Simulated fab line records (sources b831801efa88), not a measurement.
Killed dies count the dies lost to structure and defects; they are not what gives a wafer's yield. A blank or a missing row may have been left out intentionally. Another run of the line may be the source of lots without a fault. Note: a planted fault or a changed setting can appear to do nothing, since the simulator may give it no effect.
fab line records	flow sky130
[record] lots = 10	wafers = 30	lastDay = 50
route steps=708 shown VIA1@471 METAL2@487 VIA2@521 CAPM@539 PAD_OPEN@708
lots with no fault: from the same line, run without faults
startH: start of the lot's first displayed wafer, in hours after the record's first day	waitH: time in hours since the lot's previous step	" repeats the value in the row above	L1.1+2: one row covering several wafers at once	- either no value or no given start	* or withheld: withheld	< > ~ a bound
route shown NAME@n: NAME is a module with steps in the file, n the number in the route of the first one	usual: mean and standard deviation over wafers with no fault	same: alike in all rows	chamber/n: place in a boat	sites: the reading at each site	_std_site: their standard deviation	_edge_site: the outer-site mean with the inner-site mean subtracted	radiusMm: how far each site lies from the wafer's centre	mask NAME#n: copy n	behind: tool/chamber where the wafer was last shaped	hold: reason for holding the lot/hours on hold/outcome of the hold	device: whichever transistor did not switch (one of n, p or np)	end of line: the tests these same wafers got at the end of their route	a step given without rows: its recipe and nothing more	killed: count of dies lost to structure and defects at first sort (not the wafer's yield)	map: the dies of a wafer, with x for killed, . for not killed, _ for no die there
set.NAME: the setting the step ran with; set.NAME@STEP: the setting that earlier step ran with	model.NAME: the simulator's own value behind a step, which no gauge read
one table for each step of the route and one row for each wafer, over a sample of lots
services: when a tool's chamber went out of use (startH, in hours from the record's first day, below 0 if earlier), for how many hours, and the reason
[[steps]]
[step SKY_VIA1_OVL_MEAS_13]
[usual] VIA1_OVL = 2/5.3
lot.wafer	tool	chamber	startH	waitH	VIA1_OVL[nm]
L416.1	overlay-01	-	801.40	0.1	5
L416.5	"	-	"	"	4
L416.6	"	-	"	"	-4
L417.1	overlay-01	-	809.99	0.1	-1
L417.3	"	-	"	"	-3
L417.5	"	-	"	"	-6
L419.1	overlay-02	-	824.69	0.1	-1
L419.3	"	-	"	"	-3
L419.4	"	-	"	"	2
L420.3	overlay-01	-	826.51	0.1	8
L420.4	"	-	"	"	3
L420.5	"	-	"	"	7
L421.3	overlay-01	-	849.56	0.1	-2
L421.5	"	-	"	"	4
L421.6	"	-	"	"	9
L424.3	overlay-02	-	867.96	0.1	-7
L424.4	"	-	"	"	-8
L424.6	"	-	"	"	0
L428.1	overlay-02	-	896.50	0.1	-2
L428.3	"	-	"	"	-5
L428.6	"	-	"	"	-7
L432.1	overlay-02	-	920.65	0.1	-8
L432.3	"	-	"	"	-9
L432.6	"	-	"	"	-2
L434.1	overlay-01	-	945.00	0.1	-2
L434.5	"	-	"	"	7
L434.6	"	-	"	"	8
L438.1	overlay-02	-	970.10	0.1	5
L438.3	"	-	"	"	12
L438.5	"	-	"	"	-2
[step SKY_METAL2_SPUTTER_04]
[recipe] material = TiN	targetThkNm = 70	powerW = 6500	timeS = 58.3	chamberPressurePa = 0.4
[usual] throttleValvePct = 30.2/1.4
lot.wafer	tool	chamber	startH	waitH	throttleValvePct
L416.1	pvdSputter-01	-	802.84	0.0	32.4
L416.5	"	-	"	"	32.2
L416.6	"	-	"	"	31.8
L417.1	pvdSputter-01	-	811.43	0.0	32.2
L417.3	"	-	"	"	29.9
L417.5	"	-	"	"	32.0
L419.1	pvdSputter-03	-	826.18	0.0	29.8
L419.3	"	-	"	"	29.2
L419.4	"	-	"	"	30.1
L420.3	pvdSputter-02	-	827.95	0.0	28.4
L420.4	"	-	"	"	28.5
L420.5	"	-	"	"	28.5
L421.3	pvdSputter-03	-	850.99	0.0	30.3
L421.5	"	-	"	"	30.2
L421.6	"	-	"	"	28.7
L424.3	pvdSputter-01	-	869.39	0.0	31.7
L424.4	"	-	"	"	32.2
L424.6	"	-	"	"	31.6
L428.1	pvdSputter-02	-	897.95	0.0	28.4
L428.3	"	-	"	"	30.4
L428.6	"	-	"	"	28.4
L432.1	pvdSputter-03	-	922.09	0.0	30.4
L432.3	"	-	"	"	29.0
L432.6	"	-	"	"	30.1
L434.1	pvdSputter-02	-	946.44	0.0	30.4
L434.5	"	-	"	"	28.6
L434.6	"	-	"	"	28.5
L438.1	pvdSputter-01	-	971.54	0.0	31.8
L438.3	"	-	"	"	31.8
L438.5	"	-	"	"	30.1
[step SKY_VIA2_ETCH_14]
[recipe] chemistry = N2/H2	target = BARC	ionEnergyEv = 200	sourceW = 500	biasW = 100	pressureMtorr = 30	n2FlowSccm = 100	h2FlowSccm = 200	stopOn = SiO2	timeS = 45.9	targetDepthA = 600
[usual] biasW = 100.02/0.28	chamberPressureMTorr = 30.00/0.032	drypumpMotorCurrentA = 5.8/0.5	oesProductAu = 0.855/0.0046	throttleValvePct = 13.224/0.0089
lot.wafer	tool	chamber	startH	waitH	biasW	chamberPressureMTorr	drypumpMotorCurrentA	oesProductAu	rfHoursCounterH	throttleValvePct
L416.1	rieDiel-03	0	857.69	0.0	100.28	30.07	6.5	0.855	12	13.225
L416.5	"	2	"	"	99.86	30.01	5.6	0.865	-	13.235
L416.6	"	1	"	"	100.25	29.99	5.6	0.850	-	13.237
L417.1	rieDiel-03	0	865.79	0.0	100.31	30.02	6.5	0.860	12	13.220
L417.3	"	2	"	"	100.58	29.98	5.6	0.853	18	13.225
L417.5	"	3	"	"	99.69	29.99	6.6	0.852	-	13.245
L419.1	rieDiel-01	0	881.09	0.0	100.12	30.00	5.4	0.854	17	13.218
L419.3	"	3	"	"	100.05	29.97	5.2	0.857	8	13.210
L419.4	"	2	"	"	100.02	30.00	5.9	0.851	20	13.225
L420.3	rieDiel-03	3	882.39	0.0	-	-	-	-	-	-
L420.4	"	1	"	"	-	-	-	-	-	-
L420.5	"	2	"	"	-	-	-	-	-	-
L421.3	rieDiel-01	0	904.89	0.0	-	-	-	-	-	-
L421.5	"	3	"	"	-	-	-	-	-	-
L421.6	"	2	"	"	-	-	-	-	-	-
L424.3	rieDiel-01	3	921.27	0.0	99.94	29.98	5.2	0.857	9	13.214
L424.4	"	1	"	"	100.29	29.97	5.6	0.860	27	13.224
L424.6	"	3	"	"	99.83	29.99	5.2	0.855	-	13.213
L428.1	rieDiel-03	2	950.34	0.0	99.76	30.02	5.5	0.847	21	13.229
L428.3	"	0	"	"	100.00	30.01	6.5	0.854	14	13.225
L428.6	"	2	"	"	99.94	30.04	5.6	0.852	-	13.230
L432.1	rieDiel-01	0	972.34	0.0	99.73	30.00	5.4	0.857	20	13.228
L432.3	"	2	"	"	99.80	29.97	5.9	0.858	23	13.233
L432.6	"	3	"	"	100.05	29.96	5.3	0.856	-	13.226
L434.1	rieDiel-04	3	995.28	0.0	99.96	29.95	6.1	0.862	15	13.232
L434.5	"	0	"	"	100.35	29.96	5.0	0.856	-	13.220
L434.6	"	3	"	"	100.22	30.02	6.1	0.860	-	13.237
L438.1	rieDiel-01	0	1018.53	0.0	100.24	30.04	5.4	0.859	21	13.231
L438.3	"	2	"	"	99.79	29.95	5.8	0.861	25	13.231
L438.5	"	0	"	"	100.43	29.99	5.4	0.853	-	13.228
[step SKY_VIA2_ETCH_15]
[recipe] target = SiO2	chemistry = C4F8/O2/Ar	targetDepthNm = 546	stopOn = TiN	maskMaterial = KrF-thick	sourceW = 1500	biasW = 1200	pressureMtorr = 40	c4f8FlowSccm = withheld	O2_flow_sccm = 6	Ar_flow_sccm = 300	timeS = 84
[usual] biasW = 1200/3.6	chamberPressureMTorr = 40.00/0.041	oesProductAu = 0.939/0.0049
lot.wafer	tool	chamber	startH	waitH	biasW	chamberPressureMTorr	oesProductAu
L416.1	rieDiel-03	0	857.73	0.0	1203	40.05	0.932
L416.5	"	2	"	"	1201	40.06	0.947
L416.6	"	1	"	"	1201	40.04	0.935
L417.1	rieDiel-03	0	865.83	0.0	1195	39.98	0.943
L417.3	"	2	"	"	1204	39.92	0.939
L417.5	"	3	"	"	1203	39.99	0.936
L419.1	rieDiel-01	0	881.14	0.0	1199	39.99	0.938
L419.3	"	3	"	"	1201	39.98	0.932
L419.4	"	2	"	"	1203	40.01	0.941
L420.3	rieDiel-03	3	882.44	0.0	1201	40.01	0.373
L420.4	"	1	"	"	1197	40.03	0.380
L420.5	"	2	"	"	1199	39.98	0.377
L421.3	rieDiel-01	0	904.94	0.0	1198	40.05	0.369
L421.5	"	3	"	"	1193	39.97	0.364
L421.6	"	2	"	"	1200	40.00	0.370
L424.3	rieDiel-01	3	921.32	0.0	1204	40.01	0.937
L424.4	"	1	"	"	1202	40.02	0.939
L424.6	"	3	"	"	1199	39.99	0.933
L428.1	rieDiel-03	2	950.39	0.0	1199	40.03	0.942
L428.3	"	0	"	"	1200	39.96	0.935
L428.6	"	2	"	"	1200	39.95	0.936
L432.1	rieDiel-01	0	972.39	0.0	1202	40.01	0.936
L432.3	"	2	"	"	1200	40.01	0.943
L432.6	"	3	"	"	1207	39.92	0.932
L434.1	rieDiel-04	3	995.32	0.0	1201	39.98	0.934
L434.5	"	0	"	"	1196	39.97	0.942
L434.6	"	3	"	"	1199	40.04	0.937
L438.1	rieDiel-01	0	1018.57	0.0	1200	39.98	0.941
L438.3	"	2	"	"	1197	40.01	0.943
L438.5	"	0	"	"	1204	39.97	0.938
[step SKY_VIA2_STRIP_16]
[recipe] chemistry = O2/N2	powerW = 1400	pressureMtorr = 1500	platenTempC = withheld	o2FlowSccm = 3000	n2FlowSccm = 300	overashFraction = 0.5
[usual] drypumpMotorCurrentA = 5.7/0.31	oesProductAu = 0.399/0.0049	stripTimeToEndpointS = 4.062/0.028
lot.wafer	tool	chamber	startH	waitH	drypumpMotorCurrentA	oesProductAu	rfHoursCounterH	stripTimeToEndpointS
L416.1	plasmaAsher-01	1	857.79	0.0	6.1	0.403	70	4.078
L416.5	"	1	"	"	6.1	0.397	-	4.058
L416.6	"	0	"	"	5.8	0.394	-	4.049
L417.1	plasmaAsher-01	1	865.90	0.0	6.1	0.402	71	4.075
L417.3	"	1	"	"	6.1	0.391	-	4.055
L417.5	"	0	"	"	5.7	0.394	-	4.066
L419.1	plasmaAsher-03	0	881.20	0.0	5.2	0.396	42	4.040
L419.3	"	0	"	"	5.2	0.393	-	4.011
L419.4	"	1	"	"	5.7	0.401	-	4.058
L420.3	plasmaAsher-03	0	882.53	0.1	5.2	0.417	-	4.523
L420.4	"	1	"	"	5.7	0.420	-	4.512
L420.5	"	0	"	"	5.2	0.421	-	4.535
L421.3	plasmaAsher-04	1	905.03	0.1	5.7	0.417	-	4.491
L421.5	"	1	"	"	5.7	0.421	-	4.491
L421.6	"	0	"	"	5.2	0.413	-	4.512
L424.3	plasmaAsher-01	1	921.41	0.1	6.1	0.396	-	4.023
L424.4	"	0	"	"	5.7	0.403	-	4.087
L424.6	"	0	"	"	5.8	0.402	-	4.043
L428.1	plasmaAsher-01	0	950.45	0.0	5.7	0.414	79	4.061
L428.3	"	1	"	"	6.1	0.405	-	4.120
L428.6	"	0	"	"	5.7	0.393	-	4.057
L432.1	plasmaAsher-01	0	972.45	0.0	5.7	0.404	81	4.027
L432.3	"	0	"	"	5.7	0.401	-	4.070
L432.6	"	0	"	"	5.7	0.403	-	4.031
L434.1	plasmaAsher-01	1	995.38	0.0	6.1	0.398	83	4.076
L434.5	"	0	"	"	5.7	0.403	-	4.030
L434.6	"	1	"	"	6.1	0.397	-	4.057
L438.1	plasmaAsher-03	0	1018.63	0.0	5.2	0.396	56	4.056
L438.3	"	0	"	"	5.2	0.400	-	4.080
L438.5	"	1	"	"	5.7	0.392	-	4.074
[step SKY_CAPM_SPUTTER_02]
[recipe] material = TiN	targetThkNm = 200	tempC = 300	powerW = 6500	timeS = 166.7	chamberPressurePa = 0.4
[usual] throttleValvePct = 29.7/1
lot.wafer	tool	chamber	startH	waitH	throttleValvePct
L416.1	pvdSputter-04	-	859.39	0.1	31.0
L416.5	"	-	"	"	30.4
L416.6	"	-	"	"	31.8
L417.1	pvdSputter-03	-	867.46	0.1	29.8
L417.3	"	-	"	"	28.9
L417.5	"	-	"	"	28.8
L419.1	pvdSputter-04	-	882.70	0.1	31.5
L419.3	"	-	"	"	31.0
L419.4	"	-	"	"	30.1
L424.3	pvdSputter-04	-	922.88	0.0	27.7
L424.4	"	-	"	"	30.4
L424.6	"	-	"	"	27.8
L428.1	pvdSputter-03	-	951.99	0.1	28.5
L428.3	"	-	"	"	30.1
L428.6	"	-	"	"	30.2
L432.1	pvdSputter-03	-	973.95	0.1	28.8
L432.3	"	-	"	"	29.1
L432.6	"	-	"	"	28.8
L434.1	pvdSputter-04	-	996.89	0.1	27.5
L434.5	"	-	"	"	30.3
L434.6	"	-	"	"	31.3
L438.1	pvdSputter-03	-	1020.13	0.1	28.8
L438.3	"	-	"	"	29.5
L438.5	"	-	"	"	28.9
[step SKY_PAD_OPEN_PROBE_99]
[usual] defectLimitedYield = 82.2/1.9	killed_at_M0_to_M3 = 43/6.3	killed_at_M4_up = 3.3/1.7	killedAtContacts = 24/5.4	killedAtFrontEnd = 16/4.6	killedAtOther = 0.4/0.7	killedDies = 87/9.4	killedOnRim = 17/3.9	killedOpen = 47/6.9	killedShort = 39/6.1	sort_bin_3_pad_short = 0.9/0.45	sort_bin_5_function = 10.6/1.5	sort_bin_6_memory = 6.3/1.2	sortNPass = 405/9.4	sortYieldPct = 82.2/1.9
[same] grossDies = 492	killedAtBackSide = 0	sort_bin_4_leakage[%] = 0	sort_bin_8_speed[%] = 0
lot.wafer	tool	chamber	startH	waitH	hold	defectLimitedYield[%]	killed_at_M0_to_M3	killed_at_M4_up	killedAtContacts	killedAtFrontEnd	killedAtOther	killedDies	killedOnRim	killedOpen	killedShort	sort_bin_3_pad_short[%]	sort_bin_5_function[%]	sort_bin_6_memory[%]	sortNPass	sortYieldPct[%]
L416.1	prober-02	-	1086.20	0.1	-	80.9	47	3	24	20	0	94	23	48	46	1.0	10.8	7.3	398	80.9
L416.5	prober-02	-	1086.40	0.2	-	83.5	42	1	20	18	0	81	17	45	34	0.8	8.7	6.9	411	83.5
L416.6	prober-02	-	1086.45	0.2	-	81.1	42	4	29	17	1	93	23	44	49	0.6	11.6	6.7	399	81.1
L417.1	prober-01	-	1091.31	0.1	-	81.9	49	4	21	15	0	89	15	52	35	0.6	11.6	5.9	403	81.9
L417.3	prober-01	-	1091.41	0.2	-	81.1	50	5	21	17	0	93	25	60	33	0.6	11.6	6.7	399	81.1
L417.5	prober-01	-	1091.51	0.2	-	78.7	44	5	38	18	0	105	24	55	48	1.4	11.4	8.5	387	78.7
L419.1	prober-01	-	1102.79	0.1	-	82.3	37	5	29	16	0	87	18	44	43	0.4	10.8	6.5	405	82.3
L419.3	prober-01	-	1102.89	0.2	-	83.7	38	7	19	16	0	80	15	43	37	1.4	6.9	7.9	412	83.7
L419.4	prober-01	-	1102.94	0.2	-	81.7	42	3	27	17	1	90	23	56	33	0.6	11.0	6.7	402	81.7
L420.3	prober-02	-	1103.55	0.2	awaitDispo/2.9h/scrap	0	454	2	21	15	0	492	96	48	34	1.8	92.3	5.9	0	0
L420.4	prober-02	-	1103.60	0.2	awaitDispo/2.9h/scrap	0	456	3	19	14	0	492	96	52	31	1.2	93.9	4.9	0	0
L420.5	prober-02	-	1103.65	0.2	awaitDispo/2.9h/scrap	0	455	5	12	20	0	492	96	43	39	0.8	93.3	5.9	0	0
L421.3	prober-01	-	1119.56	0.2	awaitDispo/3.2h/scrap	0	447	3	31	11	0	492	96	52	35	1.2	94.1	4.7	0	0
L421.5	prober-01	-	1119.66	0.2	awaitDispo/3.2h/scrap	0	453	3	21	14	1	492	96	43	43	0.6	93.7	5.7	0	0
L421.6	prober-01	-	1119.71	0.2	awaitDispo/3.2h/scrap	0	454	2	23	13	0	492	96	41	35	0.6	93.7	5.7	0	0
L424.3	prober-02	-	1134.71	0.2	-	79.1	53	2	31	14	3	103	13	62	41	0.8	11.6	8.5	389	79.1
L424.4	prober-02	-	1134.76	0.2	-	81.7	46	3	26	14	1	90	22	52	38	0.4	11.6	6.3	402	81.7
L424.6	prober-02	-	1134.86	0.2	-	80.7	51	2	31	11	0	95	17	50	45	0.6	12.6	6.1	397	80.7
L432.1	prober-02	-	1172.20	0.1	-	84.8	36	4	25	10	0	75	16	48	27	0.6	8.5	6.1	417	84.8
L432.3	prober-02	-	1172.30	0.2	-	80.9	48	3	29	14	0	94	25	47	47	1.2	12.0	5.9	398	80.9
L432.6	prober-02	-	1172.45	0.2	-	83.1	45	4	22	12	0	83	20	46	37	0.4	9.8	6.7	409	83.1
L434.1	prober-02	-	1189.33	0.1	-	84.1	38	1	24	15	0	78	18	46	32	0.8	11.4	3.7	414	84.1
L434.5	prober-02	-	1189.53	0.2	-	87.4	29	4	17	12	0	62	15	31	30	1.0	7.5	4.1	430	87.4
L434.6	prober-02	-	1189.58	0.2	-	85.2	30	2	25	15	1	73	15	40	33	1.0	8.3	5.5	419	85.2
// killed by level:class
L416.1 POLY_GATE:geometricParticle:open=8 LI_CONTACT:geometricParticle:open=7 METAL1:geometricParticle:short=7 VIA1:geometricParticle:short=7 VIA1:geometricParticle:open=6 VIA2:geometricParticle:open=6 VIA3:geometricParticle:open=6 CONTACT:geometricParticle:open=5
L416.5 LI_CONTACT:geometricParticle:open=8 VIA1:geometricParticle:open=7 VIA3:geometricParticle:open=7 METAL1:geometricParticle:short=6 FIELD_ISO:geometricParticle:open=5 SPACER:geometricParticle:open=5 METAL2:geometricParticle:short=5 LOCAL_INTERCONNECT:geometricParticle:short=4
L416.6 CONTACT:geometricParticle:open=9 LOCAL_INTERCONNECT:geometricParticle:short=8 VIA1:geometricParticle:open=7 VIA2:geometricParticle:open=7 POLY_GATE:geometricParticle:short=6 METAL2:geometricParticle:short=6 VIA1:geometricParticle:short=5 METAL3:geometricParticle:short=5
L417.1 CONTACT:geometricParticle:open=12 VIA2:geometricParticle:open=11 METAL1:geometricParticle:short=8 VIA1:geometricParticle:open=8 VIA3:geometricParticle:open=7 FIELD_ISO:geometricParticle:open=5 LI_CONTACT:geometricParticle:open=5 FIELD_ISO:geometricParticle:short=4
L417.3 VIA1:geometricParticle:open=11 VIA3:geometricParticle:open=10 VIA2:geometricParticle:open=9 LI_CONTACT:geometricParticle:open=9 CONTACT:geometricParticle:open=8 FIELD_ISO:geometricParticle:short=5 POLY_GATE:geometricParticle:short=4 METAL1:geometricParticle:short=4
L417.5 CONTACT:geometricParticle:open=13 CONTACT:geometricParticle:short=12 VIA2:geometricParticle:open=11 VIA1:geometricParticle:open=9 METAL1:geometricParticle:short=7 LI_CONTACT:geometricParticle:open=6 FIELD_ISO:geometricParticle:short=5 METAL4:geometricParticle:short=5
L419.1 CONTACT:geometricParticle:open=12 METAL1:geometricParticle:short=7 VIA1:geometricParticle:open=7 FIELD_ISO:geometricParticle:open=6 LOCAL_INTERCONNECT:geometricParticle:short=5 VIA3:geometricParticle:open=5 FIELD_ISO:geometricParticle:short=4 METAL4:geometricParticle:short=4
L419.3 CONTACT:geometricParticle:open=9 VIA1:geometricParticle:open=8 METAL1:geometricParticle:short=6 VIA3:geometricParticle:open=6 FIELD_ISO:geometricParticle:open=5 FIELD_ISO:geometricParticle:short=5 VIA2:geometricParticle:open=5 METAL4:geometricParticle:short=5
L419.4 CONTACT:geometricParticle:open=10 VIA1:geometricParticle:open=9 LI_CONTACT:geometricParticle:open=8 VIA2:geometricParticle:open=8 VIA3:geometricParticle:open=6 POLY_GATE:geometricParticle:open=5 CONTACT:geometricParticle:short=5 VIA1:geometricParticle:short=5
L420.3 VIA2:areaEtch=410 CONTACT:geometricParticle:open=10 VIA1:geometricParticle:open=8 VIA3:geometricParticle:open=7 LI_CONTACT:geometricParticle:open=6 METAL2:geometricParticle:short=6 VIA2:geometricParticle:open=6 FIELD_ISO:geometricParticle:open=4
L420.4 VIA2:areaEtch=409 VIA2:geometricParticle:open=10 VIA1:geometricParticle:open=10 METAL2:geometricParticle:short=7 FIELD_ISO:geometricParticle:open=6 VIA3:geometricParticle:open=5 LI_CONTACT:geometricParticle:open=5 CONTACT:geometricParticle:open=5
L420.5 VIA2:areaEtch=410 VIA2:geometricParticle:open=8 METAL1:geometricParticle:short=8 POLY_GATE:geometricParticle:short=5 CONTACT:geometricParticle:open=5 VIA1:geometricParticle:short=5 VIA1:geometricParticle:open=5 VIA3:geometricParticle:open=5
L421.3 VIA2:areaEtch=405 CONTACT:geometricParticle:open=15 VIA1:geometricParticle:open=9 VIA1:geometricParticle:short=7 VIA3:geometricParticle:open=6 LI_CONTACT:geometricParticle:open=6 FIELD_ISO:geometricParticle:open=5 LOCAL_INTERCONNECT:geometricParticle:short=5
L421.5 VIA2:areaEtch=405 VIA3:geometricParticle:open=11 VIA1:geometricParticle:open=9 FIELD_ISO:geometricParticle:open=6 METAL2:geometricParticle:short=6 CONTACT:geometricParticle:short=5 CONTACT:geometricParticle:open=5 METAL3:geometricParticle:short=4
L421.6 VIA2:areaEtch=416 VIA1:geometricParticle:open=15 CONTACT:geometricParticle:open=9 VIA1:geometricParticle:short=6 CONTACT:geometricParticle:short=6 FIELD_ISO:geometricParticle:open=4 METAL1:geometricParticle:short=4 VIA2:geometricParticle:open=4
L424.3 VIA2:geometricParticle:open=12 VIA1:geometricParticle:open=12 CONTACT:geometricParticle:open=11 METAL1:geometricParticle:short=8 VIA3:geometricParticle:open=8 LOCAL_INTERCONNECT:geometricParticle:short=7 CONTACT:geometricParticle:short=5 FIELD_ISO:geometricParticle:open=4
L424.4 VIA1:geometricParticle:open=11 LI_CONTACT:geometricParticle:open=10 VIA2:geometricParticle:open=7 VIA3:geometricParticle:open=7 CONTACT:geometricParticle:open=6 CONTACT:geometricParticle:short=5 METAL2:geometricParticle:short=5 VIA1:geometricParticle:short=4
L424.6 CONTACT:geometricParticle:open=13 VIA1:geometricParticle:open=11 CONTACT:geometricParticle:short=10 VIA2:geometricParticle:short=8 VIA2:geometricParticle:open=8 VIA3:geometricParticle:open=6 LOCAL_INTERCONNECT:geometricParticle:short=5 METAL2:geometricParticle:short=5
L432.1 CONTACT:geometricParticle:open=12 VIA1:geometricParticle:open=11 METAL2:geometricParticle:short=8 VIA3:geometricParticle:open=6 LI_CONTACT:geometricParticle:open=5 CONTACT:geometricParticle:short=4 VIA2:geometricParticle:open=4 FIELD_ISO:geometricParticle:short=2
L432.3 VIA1:geometricParticle:open=10 LI_CONTACT:geometricParticle:short=7 CONTACT:geometricParticle:short=7 CONTACT:geometricParticle:open=7 METAL2:geometricParticle:short=7 VIA3:geometricParticle:open=7 LI_CONTACT:geometricParticle:open=4 LOCAL_INTERCONNECT:geometricParticle:short=4
L432.6 VIA1:geometricParticle:open=9 VIA3:geometricParticle:open=8 CONTACT:geometricParticle:open=7 VIA1:geometricParticle:short=6 LI_CONTACT:geometricParticle:open=5 VIA2:geometricParticle:short=5 VIA2:geometricParticle:open=5 FIELD_ISO:geometricParticle:short=4
L434.1 CONTACT:geometricParticle:open=12 VIA2:geometricParticle:open=7 FIELD_ISO:geometricParticle:short=6 VIA3:geometricParticle:open=6 LI_CONTACT:geometricParticle:open=6 METAL1:geometricParticle:short=5 VIA1:geometricParticle:open=5 LOCAL_INTERCONNECT:geometricParticle:short=4
L434.5 CONTACT:geometricParticle:open=6 METAL2:geometricParticle:short=6 VIA1:geometricParticle:open=5 VIA3:geometricParticle:open=5 FIELD_ISO:geometricParticle:open=4 LI_CONTACT:geometricParticle:short=4 CONTACT:geometricParticle:short=4 VIA2:geometricParticle:open=4
L434.6 VIA2:geometricParticle:open=9 LI_CONTACT:geometricParticle:open=7 CONTACT:geometricParticle:open=7 LOCAL_INTERCONNECT:geometricParticle:short=4 POLY_GATE:geometricParticle:open=4 FIELD_ISO:geometricParticle:short=3 POLY_GATE:geometricParticle:short=3 CONTACT:geometricParticle:short=3
[[services]]
tool	chamber	startH	hours	kind
plasmaAsher-03	-	786.20	2.8	pm
plasmaAsher-03	-	814.89	5.7	repair
plasmaAsher-01	-	818.23	2.8	pm
pvdSputter-01	0	830.27	-	consumableReplace:kit
plasmaAsher-04	-	838.84	1.2	repair
rieDiel-04	1	842.55	1.2	repair
rieDiel-04	1	855.57	3.2	repair
pvdSputter-03	-	860.00	0.5	repair
pvdSputter-01	-	874.15	2.3	repair
rieDiel-01	3	895.26	4.2	repair
plasmaAsher-01	-	901.95	2.3	repair
rieDiel-04	0	917.22	4.2	repair
rieDiel-01	-	936.06	0.4	repair
rieDiel-03	1	945.25	7.9	repair
rieDiel-01	1	958.56	2.4	repair
rieDiel-04	-	969.63	2.8	pm
rieDiel-04	2	972.43	2.5	repair
rieDiel-04	3	986.15	2.4	repair
pvdSputter-03	-	997.14	1.0	repair
plasmaAsher-03	-	1003.20	2.1	repair
pvdSputter-01	-	1003.49	7.4	repair
rieDiel-03	1	1007.15	3.2	repair
pvdSputter-01	-	1011.39	7.3	repair
rieDiel-03	0	1016.72	8.5	repair
[[key]]
[firstSign] step = SKY_VIA2_ETCH_14	reading = toolRecord	direction = missing
[effect] step = SKY_VIA2_ETCH_15	reading = oesProductAu	direction = down	sigmas = 99+	usual = 0.939	struck = 0.372
[effect] step = SKY_VIA2_STRIP_16	reading = stripTimeToEndpointS	direction = up	sigmas = 16	usual = *	struck = *
[effect] step = SKY_PAD_OPEN_PROBE_99	reading = killed_at_M0_to_M3	direction = up	sigmas = 65	usual = 43	struck = 453
[moreKillsBornAt] SKY_VIA2_ETCH_14@rieDiel-03 = 1229	SKY_VIA2_ETCH_14@rieDiel-01 = 1226
metAt SKY_VIA2_ETCH_14
struckLots L420,L421
laterRowsLeftOut L420.3,L420.4,L420.5,L421.3,L421.5,L421.6
notActingAt SKY_VIA1_OVL_MEAS_13,SKY_METAL2_SPUTTER_04,SKY_CAPM_SPUTTER_02
onsetBetween 881.09 882.39
[fault] kind = skippedStepWhole	tool = rieDiel-01,rieDiel-03	chamber = -	onsetH = 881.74	steps = SKY_VIA2_ETCH_14	scope = struckLotsOnly
// laterRowsLeftOut: the simulator's readings of these wafers behind a module that went badly wrong aren't trusted and aren't shown, but for the sort
